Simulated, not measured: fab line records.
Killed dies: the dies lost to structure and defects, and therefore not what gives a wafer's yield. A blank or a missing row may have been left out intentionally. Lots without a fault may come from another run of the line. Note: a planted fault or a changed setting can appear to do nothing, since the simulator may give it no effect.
What tool caused it? | flow sky130 | 6 lots, 18 wafers sampled, at 3 steps of a route of 708

WHAT THE GAUGES SHOWED, per wafer
SKY_SONOS_TUNNEL_CD_MEAS_07: target cd 410 nm.
lot  | measured     | on       | cdNm (nm)
L783 | day 11 22:58 | cdSem-02 | 412.7 410.6 408.6
L792 | day 15 05:43 | cdSem-02 | 411.4 411.6 411.1
L794 | day 15 16:28 | cdSem-02 | 409.9 410.7 408.2
L796 | day 16 02:49 | cdSem-02 | 414.2 412.4 413.2
L799 | day 17 08:08 | cdSem-02 | - - -
L804 | day 18 22:13 | cdSem-01 | 414.2 410.8 413.1

TOOL THAT RAN EACH LOT (tool first, then ch and the chambers of the sampled wafers, then the start)
lot  | SKY_NWELL_RTA_28                | SKY_SONOS_TUNNEL_COAT_02
L783 | rtpAnneal-02 ch 0, day 5 18:07  | lithoTrack-02 ch 0, day 11 10:01
L792 | rtpAnneal-01 ch 0, day 8 07:56  | lithoTrack-02 ch 0, day 14 15:47
L794 | rtpAnneal-02 ch 0, day 8 15:07  | lithoTrack-01 ch 0, day 15 02:46
L796 | rtpAnneal-02 ch 0, day 9 01:07  | lithoTrack-03 ch 0, day 15 13:25
L799 | rtpAnneal-01 ch 0, day 9 21:57  | lithoTrack-02, day 16 17:40
L804 | rtpAnneal-02 ch 0, day 11 02:11 | lithoTrack-02 ch 0, day 18 06:17
- SKY_NWELL_RTA_28: time 30 s.
- SKY_SONOS_TUNNEL_COAT_02: resist thk 1140 nm.

THE ANSWER, worked out from the rows above alone
Rule: what is usual is taken from the lots themselves. The widest of any qualifying gaps counts: lots, ordered by their means at a reading, are off when they make up no more than a third of the lots, leave a main group of 4 or more, and stand apart from it by 3 or more times the standard deviation of that group's means. If all means in a main group match to the digits the tables above print for the reading, that group is not used. A lot without any number at a reading at which 4 lots or more have one is off too. The other lots that the step has rows for count as sound.
Off, at SKY_SONOS_TUNNEL_CD_MEAS_07 on cdNm: L799. Without a number there: L799. Mean 411.5 nm and standard deviation 1.3 in the main group.
If a tool, at a process step before that reading, ran all the lots that are off and no sound lot after the first of them, it fits. The gauges at SKY_SONOS_TUNNEL_CD_MEAS_07 are tried like those tools. Undecided on this evidence; 2 tools fit (rtpAnneal-01 at SKY_NWELL_RTA_28, cdSem-02 at SKY_SONOS_TUNNEL_CD_MEAS_07).

WHAT WAS PUT IN BY THE SIMULATOR
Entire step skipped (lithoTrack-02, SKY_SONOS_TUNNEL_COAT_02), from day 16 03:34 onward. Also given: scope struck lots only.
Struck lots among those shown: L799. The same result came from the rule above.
